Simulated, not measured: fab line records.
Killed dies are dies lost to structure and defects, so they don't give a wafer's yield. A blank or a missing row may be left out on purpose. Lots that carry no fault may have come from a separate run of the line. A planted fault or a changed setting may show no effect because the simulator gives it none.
fab line records	flow gf180mcu
record: lots: 13	wafers: 39	last_day: 34
route steps=602 shown VT_IMPLANT@119 POLY_GATE@174 HV_LDD@178
lots that met no fault: taken from a fault-free run of the same line
start_h: start of the lot's first displayed wafer, in hours after the record's first day	wait_h: hours from the lot's prior step to this one	" repeats the value in the row above	L1.1+2: a single row standing in for several wafers	- no value, or no start given	* or withheld: withheld	< > ~ a bound
route shown NAME@n: a module of which the file shows steps, and the number in the route of the first	usual: mean and standard deviation over wafers with no fault	same: alike in all rows	chamber/n: place in a boat	sites: readings site by site	_std_site: the values' standard deviation	_edge_site: mean of outer sites minus mean of inner sites	radius_mm: for every site, how far away it sits from the centre of the wafer	mask NAME#n: copy n	behind: tool/chamber where the wafer was last shaped	hold: what put the lot on hold/how long, in hours/how the hold closed	device: the n, p or np transistor that did not switch	end of line: at the end of the route, the tests of the same wafers	for a step that has no rows: nothing shown but its recipe	killed: at the first sort, the dies lost to defects and structure; wafer yield is something else	map: dies across one wafer; x = killed, . = not, _ = none there
set.NAME: setting as actually run; set.NAME@STEP: the setting as run at that earlier step	model.NAME: the simulator's own value behind a step, which no gauge read
the route's steps for a sample of lots (tables are steps, rows are wafers)
services: the hour from which a tool's chamber was out of use, counted from the record's first day as start_h (under 0 if before that day), plus the number of hours and why
== steps ==
step: GF_VT_IMPLANT_OVL_MEAS_29
usual: VT_IMPLANT_02_OVL: 1.1/1.5
lot.wafer	tool	chamber	start_h	wait_h	VT_IMPLANT_02_OVL[nm]
L530.1	overlay-02	-	153.72	0.1	-1.0
L530.3	"	-	"	"	0.4
L530.5	"	-	"	"	-0.4
L531.4	overlay-02	-	159.38	0.1	0.4
L531.5	"	-	"	"	-0.3
L531.6	"	-	"	"	0.3
L532.2	overlay-01	-	168.73	0.1	0.7
L532.3	"	-	"	"	1.8
L532.4	"	-	"	"	1.0
L533.1	overlay-01	-	174.37	0.1	2.0
L533.4	"	-	"	"	0.8
L533.6	"	-	"	"	1.1
L538.1	overlay-01	-	207.82	0.1	1.1
L538.2	"	-	"	"	1.8
L538.6	"	-	"	"	3.2
L539.1	overlay-01	-	213.12	0.1	2.9
L539.4	"	-	"	"	2.7
L539.6	"	-	"	"	5.2
L544.3	overlay-01	-	245.62	0.1	0.4
L544.4	"	-	"	"	-0.2
L544.6	"	-	"	"	0.5
L545.1	overlay-01	-	253.21	0.1	2.2
L545.4	"	-	"	"	3.0
L545.5	"	-	"	"	3.1
L547.3	overlay-01	-	263.88	0.1	-1.4
L547.4	"	-	"	"	-0.6
L547.5	"	-	"	"	0.3
L548.1	overlay-01	-	271.61	0.1	0.2
L548.2	"	-	"	"	2.1
L548.4	"	-	"	"	0.2
L549.1	overlay-01	-	279.62	0.1	0.8
L549.3	"	-	"	"	1.4
L549.5	"	-	"	"	2.8
L550.1	overlay-01	-	285.66	0.1	0.8
L550.2	"	-	"	"	0.3
L550.6	"	-	"	"	1.4
L551.1	overlay-01	-	293.12	0.1	-0.5
L551.2	"	-	"	"	1.6
L551.3	"	-	"	"	0.9
step: GF_VT_IMPLANT_RTA_45
recipe: temp_c: 1050	time_s: 30	ambient: N2
usual: lamp_power_pct: 32.0/1.6	wafer_temp_C_max: 1053.9/1
lot.wafer	tool	chamber	start_h	wait_h	lamp_power_pct	wafer_temp_C_max
L530.1	rtp_anneal-02	0	170.72	0.0	33.5	1054.1
L530.3	"	0	"	"	33.5	1053.8
L530.5	"	0	"	"	33.5	1054.1
L531.4	rtp_anneal-01	0	176.57	0.1	30.3	1053.5
L531.5	"	0	"	"	30.3	1052.9
L531.6	"	0	"	"	30.3	1053.1
L532.2	rtp_anneal-01	0	186.03	0.0	30.3	1054.1
L532.3	"	0	"	"	30.3	1053.7
L532.4	"	0	"	"	30.3	1053.3
L533.1	rtp_anneal-01	0	191.75	0.0	30.3	1052.8
L533.4	"	0	"	"	30.3	1052.1
L533.6	"	0	"	"	30.3	1052.6
L538.1	rtp_anneal-01	0	225.41	0.0	30.3	1053.8
L538.2	"	0	"	"	30.3	1053.2
L538.6	"	0	"	"	30.3	1053.7
L539.1	rtp_anneal-02	0	231.22	0.0	33.5	1055.5
L539.4	"	0	"	"	33.5	1054.6
L539.6	"	0	"	"	33.4	1055.6
L544.3	rtp_anneal-01	0	265.25	0.0	30.3	1053.6
L544.4	"	0	"	"	30.3	1053.2
L544.6	"	0	"	"	30.3	1054.5
L545.1	rtp_anneal-01	0	273.17	0.0	30.3	1053.0
L545.4	"	0	"	"	30.3	1053.9
L545.5	"	0	"	"	30.3	1053.3
L547.3	rtp_anneal-01	0	283.79	0.0	30.3	1053.1
L547.4	"	0	"	"	30.3	1053.2
L547.5	"	0	"	"	30.3	1053.3
L548.1	rtp_anneal-01	0	292.20	0.0	30.3	1052.3
L548.2	"	0	"	"	30.3	1053.1
L548.4	"	0	"	"	30.3	1052.5
L549.1	rtp_anneal-02	0	299.97	0.0	33.5	1055.1
L549.3	"	0	"	"	33.5	1054.0
L549.5	"	0	"	"	33.5	1054.4
L550.1	rtp_anneal-02	0	305.52	0.0	33.6	1053.8
L550.2	"	0	"	"	33.5	1054.3
L550.6	"	0	"	"	33.5	1055.1
L551.1	rtp_anneal-02	0	314.00	0.0	33.5	1054.4
L551.2	"	0	"	"	33.5	1053.3
L551.3	"	0	"	"	33.5	1053.8
step: GF_POLY_GATE_THK_MEAS_17
recipe: reads: SiO2_of_POLY_GATE_OXIDATION_16
usual: POLY_GATE_OXIDATION_THK: 3.98/0.074
lot.wafer	tool	chamber	start_h	wait_h	POLY_GATE_OXIDATION_THK[nm]
L530.1	film_metro-03	-	213.09	0.0	4.03
L530.3	"	-	"	"	4.07
L530.5	"	-	"	"	4.04
L531.4	film_metro-01	-	218.17	0.0	3.93
L531.5	"	-	"	"	4.02
L531.6	"	-	"	"	3.94
L532.2	film_metro-03	-	231.62	0.0	4.02
L532.3	"	-	"	"	4.03
L532.4	"	-	"	"	4.01
L533.1	film_metro-01	-	235.86	0.0	3.98
L533.4	"	-	"	"	3.99
L533.6	"	-	"	"	4.10
L538.1	film_metro-03	-	270.60	0.0	4.03
L538.2	"	-	"	"	4.00
L538.6	"	-	"	"	3.98
L539.1	film_metro-03	-	276.62	0.0	3.93
L539.4	"	-	"	"	3.89
L539.6	"	-	"	"	3.94
L544.3	film_metro-03	-	312.20	0.0	4.03
L544.4	"	-	"	"	3.93
L544.6	"	-	"	"	3.96
L545.1	film_metro-04	-	322.76	0.0	3.85
L545.4	"	-	"	"	3.83
L545.5	"	-	"	"	3.88
L547.3	film_metro-01	-	332.42	0.0	3.86
L547.4	"	-	"	"	3.83
L547.5	"	-	"	"	3.83
L548.1	film_metro-01	-	340.15	0.0	3.94
L548.2	"	-	"	"	3.97
L548.4	"	-	"	"	3.94
L549.1	film_metro-01	-	350.52	0.0	3.97
L549.3	"	-	"	"	3.98
L549.5	"	-	"	"	3.94
L550.1	film_metro-03	-	356.46	0.0	4.03
L550.2	"	-	"	"	4.02
L550.6	"	-	"	"	4.05
L551.1	film_metro-01	-	364.27	0.0	4.08
L551.2	"	-	"	"	3.99
L551.3	"	-	"	"	4.05
step: GF_HV_LDD_COAT_02
recipe: resist: NOVOLAK	spin_rpm: 3000	resist_thk_nm: 1000
usual: exhaust_pa: 45.1/0.85	spin_speed_rpm: 2999.8/2.1
lot.wafer	tool	chamber	start_h	wait_h	exhaust_pa	spin_speed_rpm
L530.1	litho_track-01	0	221.07	0.1	44.3	3001.7
L530.3	"	0	"	"	45.8	3000.7
L530.5	"	0	"	"	46.5	3001.5
L531.4	litho_track-04	0	226.70	0.1	46.0	2999.1
L531.5	"	0	"	"	46.6	2998.5
L531.6	"	0	"	"	45.2	2999.1
L532.2	litho_track-04	0	240.00	0.1	44.5	3001.2
L532.3	"	0	"	"	44.7	2999.9
L532.4	"	0	"	"	44.0	2999.9
L533.1	litho_track-04	0	245.17	0.1	45.3	3189.4
L533.4	"	0	"	"	45.6	3191.4
L533.6	"	0	"	"	44.9	3190.4
L538.1	litho_track-02	0	279.74	0.1	45.0	3000.1
L538.2	"	0	"	"	44.7	2999.0
L538.6	"	0	"	"	45.9	3003.6
L539.1	litho_track-04	0	286.27	0.1	46.3	3188.2
L539.4	"	0	"	"	45.8	3189.6
L539.6	"	0	"	"	45.3	3188.1
L544.3	litho_track-02	0	322.24	0.1	45.1	2994.8
L544.4	"	0	"	"	46.4	2996.4
L544.6	"	0	"	"	46.1	2996.6
L545.1	litho_track-02	0	332.79	0.1	45.2	2999.4
L545.4	"	0	"	"	45.2	3005.4
L545.5	"	0	"	"	45.4	2999.3
L547.3	litho_track-04	0	342.42	0.1	46.5	3002.0
L547.4	"	0	"	"	44.9	2997.5
L547.5	"	0	"	"	45.7	3002.1
L548.1	litho_track-01	0	350.87	0.1	46.2	3001.3
L548.2	"	0	"	"	45.2	3000.3
L548.4	"	0	"	"	46.3	3001.8
L549.1	litho_track-04	0	361.72	0.1	46.5	3000.6
L549.3	"	0	"	"	45.2	3000.5
L549.5	"	0	"	"	44.5	3000.3
L550.1	litho_track-04	0	367.17	0.1	44.5	2998.0
L550.2	"	0	"	"	45.7	2997.3
L550.6	"	0	"	"	43.7	2998.4
L551.1	litho_track-02	0	375.39	0.1	43.9	2998.1
L551.2	"	0	"	"	44.5	2999.2
L551.3	"	0	"	"	44.3	2999.5
step: GF_HV_LDD_STRIP_10
recipe: chemistry: O2/N2	power_w: 1400	pressure_mtorr: 1500	platen_temp_c: 250	o2_flow_sccm: 3000	n2_flow_sccm: 300	overash_fraction: 0.5
usual: drypump_motor_current_A: 5.69/0.28	heater_power_w: 302/14	oes_product_au: 0.716/0.0043	strip_time_to_endpoint_s: 12.64/0.038
lot.wafer	tool	chamber	start_h	wait_h	drypump_motor_current_A	heater_power_w	oes_product_au	rf_hours_counter_h	strip_time_to_endpoint_s
L530.1	plasma_asher-02	0	230.48	0.1	5.35	292	0.724	11	12.62
L530.3	"	1	"	"	6.05	285	0.718	-	12.70
L530.5	"	0	"	"	5.34	278	0.714	-	12.62
L531.4	plasma_asher-03	1	235.47	0.1	5.48	315	0.718	-	12.64
L531.5	"	0	"	"	5.89	290	0.723	-	12.62
L531.6	"	1	"	"	5.50	326	0.712	-	12.62
L532.2	plasma_asher-03	1	249.78	0.2	5.47	311	0.715	62	12.70
L532.3	"	1	"	"	5.48	321	0.708	-	12.71
L532.4	"	0	"	"	5.90	302	0.721	-	12.67
L533.1	plasma_asher-03	1	255.11	0.2	5.50	315	0.717	63	12.30
L533.4	"	0	"	"	5.89	297	0.723	-	12.25
L533.6	"	0	"	"	5.89	301	0.712	-	12.25
L538.1	plasma_asher-03	0	290.88	0.1	5.93	298	0.711	66	12.63
L538.2	"	1	"	"	5.48	322	0.717	66	12.62
L538.6	"	0	"	"	5.92	301	0.717	-	12.66
L539.1	plasma_asher-02	0	296.53	0.1	5.32	283	0.718	16	12.33
L539.4	"	1	"	"	6.06	283	0.718	-	12.33
L539.6	"	0	"	"	5.34	285	0.714	-	12.34
L544.3	plasma_asher-02	1	332.97	0.1	6.07	281	0.714	-	12.62
L544.4	"	0	"	"	5.34	281	0.714	-	12.62
L544.6	"	0	"	"	5.37	279	0.711	-	12.64
L545.1	plasma_asher-03	1	344.05	0.1	5.50	311	0.721	72	12.62
L545.4	"	0	"	"	5.90	297	0.719	-	12.59
L545.5	"	1	"	"	5.50	331	0.715	-	12.63
L547.3	plasma_asher-03	0	353.98	0.1	5.87	304	0.713	-	12.64
L547.4	"	1	"	"	5.51	326	0.719	-	12.66
L547.5	"	0	"	"	5.88	295	0.716	-	12.65
L548.1	plasma_asher-03	0	362.50	0.1	5.93	285	0.720	74	12.56
L548.2	"	1	"	"	5.51	314	0.723	74	12.60
L548.4	"	1	"	"	5.48	322	0.717	-	12.58
L549.1	plasma_asher-03	1	373.13	0.1	5.48	316	0.725	76	12.63
L549.3	"	0	"	"	5.92	298	0.718	-	12.64
L549.5	"	0	"	"	5.91	305	0.723	-	12.63
L550.1	plasma_asher-03	0	379.13	0.1	5.88	299	0.718	76	12.64
L550.2	"	1	"	"	5.50	320	0.712	76	12.63
L550.6	"	0	"	"	5.93	300	0.713	-	12.65
L551.1	plasma_asher-03	1	387.22	0.1	5.48	314	0.724	77	12.67
L551.2	"	0	"	"	5.93	296	0.717	77	12.60
L551.3	"	0	"	"	5.92	303	0.711	-	12.64
== services ==
tool	chamber	start_h	hours	kind
plasma_asher-02	-	247.42	14.6	pm
plasma_asher-02	-	302.00	1.4	repair
rtp_anneal-01	-	324.61	3.8	pm
== key ==
first_sign: step: GF_HV_LDD_COAT_02	reading: spin_speed_rpm	direction: up	sigmas: 89	usual: *	struck: *
effect: step: GF_HV_LDD_STRIP_10	reading: strip_time_to_endpoint_s	direction: down	sigmas: 9.1	usual: *	struck: *
met_at GF_HV_LDD_COAT_02
struck_lots L533,L539
tester_left_out L533,L539
not_acting_at GF_VT_IMPLANT_OVL_MEAS_29,GF_VT_IMPLANT_RTA_45,GF_POLY_GATE_THK_MEAS_17
onset_between 240.00 245.17
fault: kind: process_parameter_drift	tool: litho_track-04	chamber: -	onset_h: 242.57	steps: GF_HV_LDD_COAT_02	channel: spin_rpm	offset: *	shape: step	end_h: 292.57	acts_in: *	stated: *
tester_left_out: of these lots the tester's yield and bins aren't shown, on N5 and GAA mostly nor the transistor test; their killed dies are dies lost to structure and defects alone, not to doping, threshold or leakage, so they don't give the yield
